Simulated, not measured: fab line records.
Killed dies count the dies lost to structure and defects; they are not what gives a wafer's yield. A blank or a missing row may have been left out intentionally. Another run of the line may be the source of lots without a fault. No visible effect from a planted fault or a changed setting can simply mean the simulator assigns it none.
fab line records	flow sky130
record lots=11	wafers=33	last_day=50
route steps=708 shown LDD_LDN@301 RES_XHIGH@341 LI_CONTACT@362
lots untouched by any fault: they come from a run of this same line in which no faults occurred
start_h: the number of hours between the record's first day and the start of the first shown wafer of the lot	wait_h: how many hours have passed since the lot's step before this one	" the same as in the row above	L1.1+2: a row that stands for several wafers	- no value present, or no start provided	* or withheld: withheld	< > ~ a bound
route shown NAME@n: names a module that has steps shown in the file, with the first one's number in the route	usual: mean/standard deviation of fault-free wafers	same: alike in all rows	chamber/n: place in a boat	sites: each site's reading	_std_site: how widely they spread, as a standard deviation	_edge_site: inner sites' mean taken away from outer sites' mean	radius_mm: how far each site lies from the wafer's centre	mask NAME#n: copy n	behind: the most recent tool/chamber to have shaped the wafer	hold: the reason the lot was held/the length of the hold in hours/how it ended	device: whichever transistor did not switch (one of n, p or np)	end of line: tests run on the same wafers once the route is complete	a step with no rows: only its recipe	killed: at the first sort, the dies lost to defects and structure; wafer yield is something else	map: dies across one wafer; x = killed, . = not, _ = none there
set.NAME: setting as actually run; set.NAME@STEP: the setting as run at that earlier step	model.NAME: the simulator's own value behind a step, which no gauge read
a sample of lots followed through the steps of the route, with each step as a table and each wafer as a row
services: the hour from which a tool's chamber was out of use, counted from the record's first day as start_h (under 0 if before that day), plus the number of hours and why
## steps
# step SKY_LDD_LDN_STRIP_12
# recipe chemistry=O2/N2	power_w=1400	pressure_mtorr=1500	platen_temp_c=withheld	o2_flow_sccm=3000	n2_flow_sccm=300	overash_fraction=0.5
# usual chamber_pressure_mTorr=1500.1/1.2	drypump_motor_current_A=5.6/0.55	n2_flow_sccm=299.9/0.84	oes_product_au=0.716/0.0041	strip_time_to_endpoint_s=14.19/0.044
lot.wafer	tool	chamber	start_h	wait_h	chamber_pressure_mTorr	drypump_motor_current_A	n2_flow_sccm	oes_product_au	rf_hours_counter_h	strip_time_to_endpoint_s
L940.1	plasma_asher-03	0	598.22	0.1	1498.9	4.8	300.0	0.718	79	14.22
L940.3	"	1	"	"	1498.9	6.1	300.8	0.715	-	14.24
L940.5	"	1	"	"	1501.6	6.1	301.8	0.711	-	14.23
L939.1	plasma_asher-03	0	599.16	0.1	1500.2	4.8	300.2	0.708	79	14.24
L939.2	"	1	"	"	1499.6	6.1	299.3	0.713	79	14.25
L939.6	"	0	"	"	1498.8	4.9	298.9	0.716	-	14.18
L943.1	plasma_asher-01	0	613.96	0.1	1499.9	5.3	300.3	0.720	93	14.14
L943.5	"	1	"	"	1499.7	6.0	300.1	0.721	-	14.11
L943.6	"	0	"	"	1500.5	5.3	299.2	0.723	-	14.13
L941.1	plasma_asher-04	0	617.51	0.1	1498.1	6.2	298.8	0.712	48	14.14
L941.2	"	1	"	"	1499.8	5.0	300.8	0.717	48	14.16
L941.4	"	0	"	"	1499.4	6.2	298.7	0.715	-	14.08
L944.2	plasma_asher-04	0	621.36	0.1	1499.4	6.2	300.9	0.712	48	14.21
L944.3	"	0	"	"	1499.1	6.2	299.9	0.706	-	14.20
L944.6	"	1	"	"	1500.7	5.0	299.8	0.715	-	14.19
L946.1	plasma_asher-01	1	639.76	0.1	1500.5	6.0	299.3	0.715	96	14.18
L946.3	"	0	"	"	1500.5	5.3	300.1	0.719	-	14.21
L946.5	"	0	"	"	1499.7	5.3	299.9	0.721	-	14.20
L951.2	plasma_asher-04	0	675.37	0.1	1503.2	6.2	299.8	0.715	54	14.18
L951.4	"	1	"	"	1500.6	5.0	299.1	0.719	-	14.18
L951.6	"	0	"	"	1500.8	6.2	300.0	0.714	-	14.24
L952.2	plasma_asher-03	0	682.76	0.1	1499.7	4.9	300.7	0.715	87	14.11
L952.3	"	0	"	"	1500.4	4.9	299.6	0.712	-	14.23
L952.4	"	1	"	"	1499.9	6.1	300.6	0.720	-	14.22
L953.3	plasma_asher-03	1	688.83	0.1	1501.8	6.1	300.1	0.711	-	14.20
L953.4	"	0	"	"	1500.6	4.9	298.5	0.718	-	14.20
L953.5	"	0	"	"	1500.8	4.9	299.6	0.714	-	14.22
L955.1	plasma_asher-04	1	702.11	0.1	1501.1	5.0	300.2	0.712	56	14.16
L955.4	"	0	"	"	1500.3	6.2	298.4	0.727	-	14.19
L955.5	"	1	"	"	1499.5	5.0	299.9	0.711	-	14.10
L957.3	plasma_asher-01	0	715.16	0.1	1500.4	5.3	299.1	0.708	-	14.23
L957.4	"	1	"	"	1502.3	6.0	301.6	0.712	-	14.30
L957.6	"	1	"	"	1500.1	6.0	300.4	0.719	-	14.24
# step SKY_RES_XHIGH_TW_MEAS_09
# usual RES_XHIGH_TW=1637/8.5
lot.wafer	tool	chamber	start_h	wait_h	RES_XHIGH_TW
L940.1	film_metro-02	-	685.41	0.1	1626
L940.3	"	-	"	"	1631
L940.5	"	-	"	"	1627
L939.1	film_metro-02	-	686.51	0.1	1632
L939.2	"	-	"	"	1625
L939.6	"	-	"	"	1632
L943.1	film_metro-01	-	702.36	0.1	1644
L943.5	"	-	"	"	1632
L943.6	"	-	"	"	1648
L941.1	film_metro-02	-	704.51	0.1	1621
L941.2	"	-	"	"	1635
L941.4	"	-	"	"	1647
L944.2	film_metro-02	-	706.30	0.1	1628
L944.3	"	-	"	"	1631
L944.6	"	-	"	"	1630
L946.1	film_metro-04	-	724.39	0.1	1640
L946.3	"	-	"	"	1641
L946.5	"	-	"	"	1633
L951.2	film_metro-01	-	760.20	0.1	1653
L951.4	"	-	"	"	1646
L951.6	"	-	"	"	1650
L952.2	film_metro-01	-	766.45	0.1	1641
L952.3	"	-	"	"	1646
L952.4	"	-	"	"	1653
L953.3	film_metro-04	-	770.98	0.1	1640
L953.4	"	-	"	"	1633
L953.5	"	-	"	"	1642
L955.1	film_metro-01	-	784.46	0.1	1633
L955.4	"	-	"	"	1635
L955.5	"	-	"	"	1633
L957.3	film_metro-04	-	796.76	0.1	1652
L957.4	"	-	"	"	1644
L957.6	"	-	"	"	1653
# step SKY_LI_CONTACT_HDPCVD_00
# recipe material=PSG	target_thk_nm=930	sigma_open_frac=0.3	time_s=155	temp_c=600	sih4_flow_sccm=60	pressure_mtorr=6
# usual susceptor_temp_C=600.0/0.33
lot.wafer	tool	chamber	start_h	wait_h	susceptor_temp_C
L940.1	hdpcvd-01	1	713.65	0.0	600.0
L940.3	"	1	"	"	600.2
L940.5	"	1	"	"	600.2
L939.1	hdpcvd-02	0	715.18	0.0	600.0
L939.2	"	2	"	"	599.8
L939.6	"	0	"	"	599.8
L943.1	hdpcvd-01	2	730.66	0.0	599.7
L943.5	"	1	"	"	600.0
L943.6	"	2	"	"	600.2
L941.1	hdpcvd-01	1	733.33	0.0	599.6
L941.2	"	2	"	"	600.2
L941.4	"	2	"	"	600.2
L944.2	hdpcvd-02	0	734.53	0.0	599.8
L944.3	"	1	"	"	600.5
L944.6	"	0	"	"	599.6
L946.1	hdpcvd-02	2	753.03	0.0	600.3
L946.3	"	0	"	"	599.6
L946.5	"	2	"	"	600.4
L951.2	hdpcvd-01	2	787.93	0.0	600.3
L951.4	"	0	"	"	600.3
L951.6	"	2	"	"	600.6
L952.2	hdpcvd-02	2	793.98	0.0	599.6
L952.3	"	0	"	"	599.7
L952.4	"	2	"	"	599.7
L953.3	hdpcvd-01	0	799.24	0.0	600.2
L953.4	"	0	"	"	600.3
L953.5	"	1	"	"	600.3
L955.1	hdpcvd-01	1	812.43	0.0	600.2
L955.4	"	2	"	"	600.3
L955.5	"	1	"	"	599.6
L957.3	hdpcvd-02	1	824.59	0.0	600.5
L957.4	"	1	"	"	600.2
L957.6	"	0	"	"	600.7
# step SKY_LI_CONTACT_THK_MEAS_01
# recipe reads=PSG_of_LI_CONTACT_HDPCVD_00
# usual LI_CONTACT_HDPCVD_THK=930/11
lot.wafer	tool	chamber	start_h	wait_h	LI_CONTACT_HDPCVD_THK[nm]
L940.1	film_metro-02	-	713.81	0.1	944
L940.3	"	-	"	"	949
L940.5	"	-	"	"	941
L939.1	film_metro-01	-	715.28	0.1	921
L939.2	"	-	"	"	938
L939.6	"	-	"	"	914
L943.1	film_metro-04	-	730.76	0.1	919
L943.5	"	-	"	"	925
L943.6	"	-	"	"	927
L941.1	film_metro-02	-	733.44	0.1	943
L941.2	"	-	"	"	941
L941.4	"	-	"	"	936
L944.2	film_metro-01	-	734.64	0.1	911
L944.3	"	-	"	"	916
L944.6	"	-	"	"	907
L946.1	film_metro-01	-	753.13	0.1	929
L946.3	"	-	"	"	912
L946.5	"	-	"	"	916
L951.2	film_metro-01	-	788.04	0.1	616
L951.4	"	-	"	"	612
L951.6	"	-	"	"	603
L952.2	film_metro-04	-	794.09	0.1	927
L952.3	"	-	"	"	915
L952.4	"	-	"	"	926
L953.3	film_metro-02	-	799.36	0.1	619
L953.4	"	-	"	"	616
L953.5	"	-	"	"	610
L955.1	film_metro-01	-	812.53	0.1	612
L955.4	"	-	"	"	608
L955.5	"	-	"	"	614
L957.3	film_metro-01	-	824.71	0.1	908
L957.4	"	-	"	"	905
L957.6	"	-	"	"	900
# step SKY_LI_CONTACT_CMP_02
# recipe material=PSG	down_force_psi=4	platen_rpm=60	pad_velocity_m_s=0.94248
# usual edge_zone_pressure_frac=1.000/0.0053	head_pressure_psi=4.000/0.0091	motor_current_A=11.6/1.7	time_to_endpoint_s=33.0/2.3
lot.wafer	tool	chamber	start_h	wait_h	edge_zone_pressure_frac	head_pressure_psi	motor_current_A	time_to_endpoint_s
L940.1	cmp-02	1	713.92	0.1	0.993	4.006	13.1	33.8
L940.3	"	2	"	"	0.998	4.009	13.1	36.1
L940.5	"	1	"	"	0.992	4.003	13.2	34.1
L939.1	cmp-02	2	715.39	0.1	1.001	3.981	12.9	37.0
L939.2	"	3	"	"	0.992	4.003	11.9	35.8
L939.6	"	2	"	"	0.997	3.993	12.8	35.7
L943.1	cmp-02	0	730.82	0.1	1.003	4.008	10.4	29.0
L943.5	"	0	"	"	0.998	4.004	10.3	30.3
L943.6	"	1	"	"	1.005	3.987	12.5	31.6
L941.2	cmp-02	1	733.50	0.0	1.010	4.024	12.6	35.2
L941.1	"	2	"	"	1.003	3.998	13.8	37.2
L941.4	"	0	"	"	0.993	3.992	10.4	32.0
L944.3	cmp-01	0	734.79	0.1	1.002	3.991	14.0	30.9
L944.2	"	1	"	"	1.000	3.997	10.8	32.5
L944.6	"	2	"	"	0.997	4.007	8.8	33.0
L946.3	cmp-01	3	753.19	0.0	1.005	4.006	13.3	34.4
L946.1	"	0	"	"	0.998	4.001	13.7	35.1
L946.5	"	3	"	"	1.007	4.008	12.2	33.1
L951.4	cmp-01	2	788.09	0.0	1.002	3.992	7.8	3.0
L951.2	"	1	"	"	0.998	3.998	10.5	4.0
L951.6	"	3	"	"	1.006	3.995	12.6	2.5
L952.2	cmp-02	0	794.14	0.0	0.997	4.002	10.4	30.3
L952.4	"	1	"	"	1.002	3.992	12.6	34.5
L952.3	"	3	"	"	0.996	3.987	11.3	29.9
L953.3	cmp-01	2	799.40	0.0	0.993	3.998	8.5	0.0
L953.4	"	0	"	"	0.998	3.998	13.7	2.1
L953.5	"	2	"	"	0.995	4.002	8.7	0.3
L955.1	cmp-02	2	812.64	0.1	0.997	3.993	12.7	0.0
L955.4	"	3	"	"	0.987	4.005	12.0	0.0
L955.5	"	2	"	"	1.005	3.993	13.6	0.7
L957.4	cmp-01	0	824.80	0.1	0.994	3.987	14.1	26.5
L957.3	"	1	"	"	0.991	3.999	10.1	29.4
L957.6	"	0	"	"	1.006	3.990	13.3	28.9
# step SKY_LI_CONTACT_BOW_MEAS_03
# recipe mode=bow
# usual LI_CONTACT_BOW=56/6.8
lot.wafer	tool	chamber	start_h	wait_h	LI_CONTACT_BOW[um]
L940.1	film_metro-01	-	714.17	0.2	52
L940.3	"	-	"	"	46
L940.5	"	-	"	"	47
L939.1	film_metro-04	-	715.64	0.2	54
L939.2	"	-	"	"	66
L939.6	"	-	"	"	68
L943.1	film_metro-04	-	731.12	0.2	60
L943.5	"	-	"	"	65
L943.6	"	-	"	"	65
L941.1	film_metro-02	-	733.80	0.2	61
L941.2	"	-	"	"	53
L941.4	"	-	"	"	49
L944.2	film_metro-01	-	735.01	0.1	56
L944.3	"	-	"	"	45
L944.6	"	-	"	"	61
L946.1	film_metro-02	-	753.49	0.2	57
L946.3	"	-	"	"	62
L946.5	"	-	"	"	63
L951.2	film_metro-04	-	788.41	0.1	52
L951.4	"	-	"	"	66
L951.6	"	-	"	"	59
L952.2	film_metro-02	-	794.46	0.3	55
L952.3	"	-	"	"	61
L952.4	"	-	"	"	53
L953.3	film_metro-01	-	799.74	0.3	57
L953.4	"	-	"	"	46
L953.5	"	-	"	"	58
L955.1	film_metro-04	-	812.89	0.2	57
L955.4	"	-	"	"	59
L955.5	"	-	"	"	56
L957.3	film_metro-04	-	825.09	0.2	53
L957.4	"	-	"	"	59
L957.6	"	-	"	"	53
## services
tool	chamber	start_h	hours	kind
cmp-02	-	577.29	1.3	repair
cmp-01	-	579.01	4.0	pm
cmp-02	-	593.55	3.9	pm
hdpcvd-02	1	623.08	1.8	repair
plasma_asher-03	-	624.63	2.8	pm
hdpcvd-01	-	650.75	15.0	pm
hdpcvd-01	0	650.75	15.0	vent_cycle
hdpcvd-01	1	650.75	15.0	vent_cycle
hdpcvd-01	2	650.75	15.0	vent_cycle
cmp-01	-	662.21	0.8	repair
hdpcvd-01	0	665.75	-	clean
hdpcvd-01	1	665.75	-	clean
hdpcvd-01	2	665.75	-	clean
cmp-01	-	666.01	5.6	repair
plasma_asher-04	-	667.72	1.7	repair
hdpcvd-02	0	694.03	10.1	repair
hdpcvd-01	2	712.04	10.9	repair
hdpcvd-01	-	721.95	2.8	pm
plasma_asher-01	-	733.75	9.0	pm
plasma_asher-03	-	740.91	4.3	pm
cmp-02	-	744.00	4.0	pm
cmp-01	-	764.10	0.4	repair
cmp-02	-	771.41	3.8	repair
plasma_asher-03	-	790.82	15.6	pm
## key
first_sign step=SKY_LI_CONTACT_THK_MEAS_01	reading=LI_CONTACT_HDPCVD_THK	direction=down	sigmas=28	usual=930	struck=612
effect step=SKY_LI_CONTACT_CMP_02	reading=time_to_endpoint_s	direction=down	sigmas=14	usual=*	struck=*
met_at SKY_LI_CONTACT_HDPCVD_00
struck_lots L951,L953,L955
tester_left_out L951,L953,L955
not_acting_at SKY_LDD_LDN_STRIP_12,SKY_RES_XHIGH_TW_MEAS_09,SKY_LI_CONTACT_BOW_MEAS_03
onset_between 733.33 787.93
fault kind=process_parameter_drift	tool=hdpcvd-01	chamber=-	onset_h=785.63	steps=SKY_LI_CONTACT_HDPCVD_00	channel=target_thk_nm	offset=-325.52	shape=step	end_h=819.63	acts_in=these_recipes_only	stated=930
# tester_left_out: of these lots the tester's yield and bins aren't shown, on N5 and GAA mostly nor the transistor test; their killed dies are dies lost to structure and defects alone, not to doping, threshold or leakage, so they don't give the yield
